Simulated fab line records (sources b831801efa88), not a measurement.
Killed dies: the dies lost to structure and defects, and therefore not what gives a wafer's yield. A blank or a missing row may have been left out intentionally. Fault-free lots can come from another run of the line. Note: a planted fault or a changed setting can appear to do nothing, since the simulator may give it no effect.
fab line records ; flow sky130
[record] lots = 14; wafers = 42; last-day = 50
route steps=708 shown VT_ADJUST_PCH@150 SONOS_TUNNEL@163 POLY_GATE@218 METAL1@436
lots with no fault: from the same line, run without faults
start-h: start of the lot's first displayed wafer, in hours after the record's first day ; wait-h: how many hours have passed since the lot's step before this one ; " identical to the entry in the row above ; L1.1+2: a row that stands for several wafers ; - either no value or no given start ; * or withheld: withheld ; < > ~ a bound
route shown NAME@n: a module of which the file shows steps, and the number in the route of the first ; usual: mean/standard deviation of fault-free wafers ; same: alike in all rows ; chamber/n: place in a boat ; sites: per-site readings ; _std_site: the values' standard deviation ; _edge_site: mean of outer sites minus mean of inner sites ; radius-mm: for every site, how far away it sits from the centre of the wafer ; mask NAME#n: copy n ; behind: the most recent tool/chamber to have shaped the wafer ; hold: the reason the lot was held/the length of the hold in hours/how it ended ; device: whichever transistor did not switch (one of n, p or np) ; end of line: the route-end tests of the same wafers ; for a step that has no rows: nothing shown but its recipe ; killed: count of dies lost to structure and defects at first sort (not the wafer's yield) ; map: shows each die of a wafer: x if killed, . if not, _ if none is there
set.NAME: the setting the step ran with; set.NAME@STEP: the setting that earlier step ran with ; model.NAME: the simulator's own value behind a step, which no gauge read
steps of the route over a sample of lots; a table a step, a row a wafer
services: when a tool's chamber went out of use (start-h, in hours from the record's first day, below 0 if earlier), for how many hours, and the reason
[[steps]]
[step SKY_VT_ADJUST_PCH_OVL_MEAS_07]
[usual] VT_ADJUST_PCH_OVL = -0.6/1.3
lot.wafer;tool;chamber;start-h;wait-h;VT_ADJUST_PCH_OVL[nm]
L767.1;overlay-02;-;222.87;-;-0.7
L767.3;overlay-02;-;222.87;-;-1.8
L767.6;overlay-02;-;222.87;-;-0.4
L768.2;overlay-01;-;229.80;-;-1.7
L768.3;overlay-01;-;229.80;-;-1.0
L768.6;overlay-01;-;229.80;-;0.8
L770.2;overlay-01;-;248.08;-;1.4
L770.4;overlay-01;-;248.08;-;1.4
L770.6;overlay-01;-;248.08;-;2.2
L779.2;overlay-01;-;314.85;-;-1.1
L779.4;overlay-01;-;314.85;-;-1.0
L779.6;overlay-01;-;314.85;-;-2.9
L780.3;overlay-01;-;325.44;-;-4.0
L780.5;overlay-01;-;325.44;-;-2.3
L780.6;overlay-01;-;325.44;-;-3.1
L781.1;overlay-02;-;337.62;-;-0.2
L781.3;overlay-02;-;337.62;-;0.0
L781.6;overlay-02;-;337.62;-;-0.4
L783.3;overlay-02;-;356.83;-;0.2
L783.5;overlay-02;-;356.83;-;-0.3
L783.6;overlay-02;-;356.83;-;0.2
L784.2;overlay-02;-;365.73;-;-0.2
L784.3;overlay-02;-;365.73;-;-1.4
L784.5;overlay-02;-;365.73;-;0.1
L785.2;overlay-01;-;374.38;-;-0.1
L785.3;overlay-01;-;374.38;-;-1.6
L785.6;overlay-01;-;374.38;-;-1.7
L786.2;overlay-02;-;380.08;-;0.0
L786.5;overlay-02;-;380.08;-;0.5
L786.6;overlay-02;-;380.08;-;-0.1
L787.1;overlay-02;-;384.37;-;-1.4
L787.4;overlay-02;-;384.37;-;-0.8
L787.5;overlay-02;-;384.37;-;-1.9
L788.2;overlay-02;-;390.33;-;-2.2
L788.4;overlay-02;-;390.33;-;-2.0
L788.5;overlay-02;-;390.33;-;-1.3
L790.1;overlay-02;-;399.24;-;-2.8
L790.3;overlay-02;-;399.24;-;-1.5
L790.6;overlay-02;-;399.24;-;-2.2
L789.1;overlay-01;-;403.54;-;-0.3
L789.5;overlay-01;-;403.54;-;0.3
L789.6;overlay-01;-;403.54;-;0.2
[step SKY_SONOS_TUNNEL_IMPLANT_09]
[recipe] species = B; energy-kev = 20; dose-cm2 = 1e+12; tilt-deg = withheld
[usual] beam-energy-keV = 19.999/0.006; beam-on-s = 10.03/0.19
lot.wafer;tool;chamber;start-h;wait-h;beam-energy-keV;beam-on-s
L767.1;implanter-02;0;246.03;0.0;20.001;10.07
L767.3;implanter-02;0;246.03;0.0;20.000;9.83
L767.6;implanter-02;0;246.03;0.0;19.996;10.18
L768.2;implanter-03;0;252.27;0.0;19.992;10.06
L768.3;implanter-03;0;252.27;0.0;19.995;9.97
L768.6;implanter-03;0;252.27;0.0;20.003;10.21
L770.2;implanter-03;0;272.58;0.0;20.003;10.23
L770.4;implanter-03;0;272.58;0.0;20.005;10.36
L770.6;implanter-03;0;272.58;0.0;20.003;9.89
L779.2;implanter-03;-;340.92;0.0;-;-
L779.4;implanter-03;-;340.92;0.0;-;-
L779.6;implanter-03;-;340.92;0.0;-;-
L780.3;implanter-02;-;351.90;0.1;-;-
L780.5;implanter-02;-;351.90;0.1;-;-
L780.6;implanter-02;-;351.90;0.1;-;-
L781.1;implanter-04;0;365.53;0.0;19.988;10.03
L781.3;implanter-04;0;365.53;0.0;19.997;10.05
L781.6;implanter-04;0;365.53;0.0;19.990;10.14
L783.3;implanter-04;0;385.13;0.1;20.006;10.23
L783.5;implanter-04;0;385.13;0.1;19.993;10.07
L783.6;implanter-04;0;385.13;0.1;19.992;10.02
L784.2;implanter-02;0;394.78;0.0;20.010;9.73
L784.3;implanter-02;0;394.78;0.0;20.005;10.15
L784.5;implanter-02;0;394.78;0.0;20.002;10.47
L785.2;implanter-02;0;403.91;0.0;19.997;9.95
L785.3;implanter-02;0;403.91;0.0;19.998;9.99
L785.6;implanter-02;0;403.91;0.0;19.987;9.86
L786.2;implanter-03;0;409.82;0.0;19.998;10.03
L786.5;implanter-03;0;409.82;0.0;19.999;9.75
L786.6;implanter-03;0;409.82;0.0;20.002;9.99
L787.1;implanter-02;0;413.75;0.0;19.998;9.88
L787.4;implanter-02;0;413.75;0.0;19.998;9.97
L787.5;implanter-02;0;413.75;0.0;20.003;10.14
L788.2;implanter-03;0;420.12;0.0;19.999;9.66
L788.4;implanter-03;0;420.12;0.0;19.990;10.04
L788.5;implanter-03;0;420.12;0.0;19.999;9.85
L790.1;implanter-02;0;429.20;0.0;19.994;9.76
L790.3;implanter-02;0;429.20;0.0;20.000;10.20
L790.6;implanter-02;0;429.20;0.0;19.987;9.84
L789.1;implanter-02;0;433.95;0.0;19.993;10.13
L789.5;implanter-02;0;433.95;0.0;19.994;10.17
L789.6;implanter-02;0;433.95;0.0;20.000;10.30
[step SKY_SONOS_TUNNEL_TW_MEAS_12]
[usual] SONOS_TUNNEL_TW = 196.9/1.8
lot.wafer;tool;chamber;start-h;wait-h;SONOS_TUNNEL_TW
L767.1;film-metro-02;-;246.44;0.0;199.4
L767.3;film-metro-02;-;246.44;0.0;199.6
L767.6;film-metro-02;-;246.44;0.0;201.7
L768.2;film-metro-04;-;252.77;0.0;194.6
L768.3;film-metro-04;-;252.77;0.0;195.6
L768.6;film-metro-04;-;252.77;0.0;194.8
L770.2;film-metro-01;-;272.97;0.0;195.1
L770.4;film-metro-01;-;272.97;0.0;195.4
L770.6;film-metro-01;-;272.97;0.0;195.2
L779.2;film-metro-01;-;341.32;0.0;29.5
L779.4;film-metro-01;-;341.32;0.0;29.7
L779.6;film-metro-01;-;341.32;0.0;29.6
L780.3;film-metro-02;-;352.28;0.0;30.1
L780.5;film-metro-02;-;352.28;0.0;30.2
L780.6;film-metro-02;-;352.28;0.0;30.3
L781.1;film-metro-04;-;365.96;0.0;195.5
L781.3;film-metro-04;-;365.96;0.0;196.6
L781.6;film-metro-04;-;365.96;0.0;195.5
L783.3;film-metro-01;-;385.51;0.0;194.2
L783.5;film-metro-01;-;385.51;0.0;194.9
L783.6;film-metro-01;-;385.51;0.0;195.1
L784.2;film-metro-04;-;395.18;0.0;196.0
L784.3;film-metro-04;-;395.18;0.0;196.7
L784.5;film-metro-04;-;395.18;0.0;197.4
L785.2;film-metro-04;-;404.30;0.0;197.3
L785.3;film-metro-04;-;404.30;0.0;197.8
L785.6;film-metro-04;-;404.30;0.0;197.0
L786.2;film-metro-02;-;410.22;0.0;198.0
L786.5;film-metro-02;-;410.22;0.0;197.9
L786.6;film-metro-02;-;410.22;0.0;198.3
L787.1;film-metro-02;-;414.27;0.0;198.5
L787.4;film-metro-02;-;414.27;0.0;198.6
L787.5;film-metro-02;-;414.27;0.0;198.3
L788.2;film-metro-01;-;420.52;0.0;197.1
L788.4;film-metro-01;-;420.52;0.0;196.1
L788.5;film-metro-01;-;420.52;0.0;196.8
L790.1;film-metro-01;-;429.63;0.0;195.2
L790.3;film-metro-01;-;429.63;0.0;195.6
L790.6;film-metro-01;-;429.63;0.0;196.0
L789.1;film-metro-01;-;434.57;0.0;195.6
L789.5;film-metro-01;-;434.57;0.0;195.2
L789.6;film-metro-01;-;434.57;0.0;194.2
[step SKY_POLY_GATE_THK_MEAS_04]
[recipe] reads = Si3N4_of_POLY_GATE_CVD_03
[usual] POLY_GATE_CVD_03_THK = 74.8/0.7
lot.wafer;tool;chamber;start-h;wait-h;POLY_GATE_CVD_03_THK[nm]
L767.1;film-metro-03;-;336.04;0.0;74.6
L767.3;film-metro-03;-;336.04;0.0;74.7
L767.6;film-metro-03;-;336.04;0.0;74.7
L768.2;film-metro-02;-;341.68;0.0;74.7
L768.3;film-metro-02;-;341.68;0.0;75.5
L768.6;film-metro-02;-;341.68;0.0;74.8
L770.2;film-metro-01;-;365.53;0.0;76.4
L770.4;film-metro-01;-;365.53;0.0;75.5
L770.6;film-metro-01;-;365.53;0.0;76.3
L781.1;film-metro-02;-;470.41;0.0;74.4
L781.3;film-metro-02;-;470.41;0.0;73.9
L781.6;film-metro-02;-;470.41;0.0;73.9
L783.3;film-metro-03;-;491.36;0.0;74.4
L783.5;film-metro-03;-;491.36;0.0;74.0
L783.6;film-metro-03;-;491.36;0.0;74.3
L784.2;film-metro-01;-;503.52;0.0;75.0
L784.3;film-metro-01;-;503.52;0.0;74.6
L784.5;film-metro-01;-;503.52;0.0;75.0
L785.2;film-metro-03;-;508.89;0.0;74.9
L785.3;film-metro-03;-;508.89;0.0;74.7
L785.6;film-metro-03;-;508.89;0.0;75.2
L786.2;film-metro-03;-;516.26;0.0;75.3
L786.5;film-metro-03;-;516.26;0.0;75.3
L786.6;film-metro-03;-;516.26;0.0;75.2
L787.1;film-metro-03;-;517.61;0.0;75.0
L787.4;film-metro-03;-;517.61;0.0;75.5
L787.5;film-metro-03;-;517.61;0.0;75.1
L788.2;film-metro-03;-;526.72;0.0;76.1
L788.4;film-metro-03;-;526.72;0.0;75.9
L788.5;film-metro-03;-;526.72;0.0;75.8
L790.1;film-metro-01;-;532.24;0.0;74.9
L790.3;film-metro-01;-;532.24;0.0;75.2
L790.6;film-metro-01;-;532.24;0.0;75.4
L789.1;film-metro-01;-;540.21;0.0;75.1
L789.5;film-metro-01;-;540.21;0.0;74.9
L789.6;film-metro-01;-;540.21;0.0;75.0
[step SKY_METAL1_SPUTTER_02]
[recipe] material = AlCu; target-thk-nm = 250; power-w = 10600; time-s = 13.3; chamber-pressure-pa = 0.4
[usual] throttle-valve-pct = 30.1/1.4
lot.wafer;tool;chamber;start-h;wait-h;throttle-valve-pct
L767.1;pvd-sputter-04;-;731.44;0.0;30.3
L767.3;pvd-sputter-04;-;731.44;0.0;29.7
L767.6;pvd-sputter-04;-;731.44;0.0;29.8
L768.2;pvd-sputter-01;-;737.41;0.0;31.2
L768.3;pvd-sputter-01;-;737.41;0.0;31.3
L768.6;pvd-sputter-01;-;737.41;0.0;31.1
L770.2;pvd-sputter-04;-;761.08;0.0;29.7
L770.4;pvd-sputter-04;-;761.08;0.0;30.3
L770.6;pvd-sputter-04;-;761.08;0.0;29.7
L781.1;pvd-sputter-04;-;850.62;0.0;29.7
L781.3;pvd-sputter-04;-;850.62;0.0;30.1
L781.6;pvd-sputter-04;-;850.62;0.0;29.8
L783.3;pvd-sputter-02;-;869.45;0.0;30.4
L783.5;pvd-sputter-02;-;869.45;0.0;30.3
L783.6;pvd-sputter-02;-;869.45;0.0;31.0
L784.2;pvd-sputter-01;-;882.24;0.0;30.8
L784.3;pvd-sputter-01;-;882.24;0.0;30.1
L784.5;pvd-sputter-01;-;882.24;0.0;29.4
L785.2;pvd-sputter-04;-;884.33;0.0;27.5
L785.3;pvd-sputter-04;-;884.33;0.0;29.6
L785.6;pvd-sputter-04;-;884.33;0.0;30.1
L786.2;pvd-sputter-01;-;889.45;0.0;29.4
L786.5;pvd-sputter-01;-;889.45;0.0;29.4
L786.6;pvd-sputter-01;-;889.45;0.0;29.6
L787.1;pvd-sputter-01;-;892.67;0.0;29.8
L787.4;pvd-sputter-01;-;892.67;0.0;31.3
L787.5;pvd-sputter-01;-;892.67;0.0;31.2
L788.2;pvd-sputter-04;-;898.86;0.0;30.1
L788.4;pvd-sputter-04;-;898.86;0.0;29.7
L788.5;pvd-sputter-04;-;898.86;0.0;30.1
L790.1;pvd-sputter-04;-;906.96;0.0;30.3
L790.3;pvd-sputter-04;-;906.96;0.0;27.7
L790.6;pvd-sputter-04;-;906.96;0.0;29.3
L789.1;pvd-sputter-04;-;910.02;0.0;29.5
L789.5;pvd-sputter-04;-;910.02;0.0;29.7
L789.6;pvd-sputter-04;-;910.02;0.0;27.5
[[services]]
tool;chamber;start-h;hours;kind
pvd-sputter-04;-;229.25;1.7;repair
implanter-04;-;235.87;2.9;repair
implanter-02;-;269.61;3.8;pm
implanter-03;-;324.02;1.6;repair
implanter-02;-;342.77;3.1;pm
implanter-02;-;365.62;1.9;repair
implanter-03;-;369.92;6.4;repair
implanter-03;-;385.89;21.6;pm
implanter-03;-;429.39;2.2;repair
implanter-03;-;475.12;3.2;repair
pvd-sputter-01;-;490.42;5.8;repair
implanter-02;-;497.83;1.9;repair
implanter-03;-;566.84;10.9;pm
implanter-02;-;588.67;0.7;repair
pvd-sputter-04;-;651.79;2.8;repair
implanter-03;-;667.19;4.3;pm
pvd-sputter-01;-;691.96;24.5;repair
implanter-02;-;701.18;0.6;repair
pvd-sputter-04;-;727.11;4.1;repair
implanter-03;-;759.45;3.1;pm
implanter-03;-;795.81;1.5;repair
implanter-03;-;802.00;2.9;repair
implanter-02;-;831.77;5.0;pm
pvd-sputter-01;-;841.57;7.9;repair
[[key]]
[first-sign] step = SKY_SONOS_TUNNEL_IMPLANT_09; reading = tool-record; direction = missing
[effect] step = SKY_SONOS_TUNNEL_TW_MEAS_12; reading = SONOS_TUNNEL_TW; direction = down; sigmas = 94; usual = 196.9; struck = 29.9
met-at SKY_SONOS_TUNNEL_IMPLANT_09
struck-lots L779,L780
later-rows-left-out L779.2,L779.4,L779.6,L780.3,L780.5,L780.6
sort-left-out L779.2,L779.4,L779.6,L780.3,L780.5,L780.6
tester-left-out L779,L780
not-acting-at SKY_VT_ADJUST_PCH_OVL_MEAS_07,SKY_POLY_GATE_THK_MEAS_04,SKY_METAL1_SPUTTER_02
onset-between 272.58 340.92
[fault] kind = skipped-step-whole; tool = implanter-02,implanter-03; chamber = -; onset-h = 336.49; steps = SKY_SONOS_TUNNEL_IMPLANT_09; scope = struck-lots-only
// tester-left-out: of these lots the tester's yield and bins aren't shown, on N5 and GAA mostly nor the transistor test; their killed dies are dies lost to structure and defects alone, not to doping, threshold or leakage, so they don't give the yield
// sort-left-out: the simulated sort isn't trusted on such a fault, so these wafers' sort isn't shown, and their yield isn't known
// later-rows-left-out: the simulator's readings of these wafers behind a module that went badly wrong aren't trusted and aren't shown, but for the sort
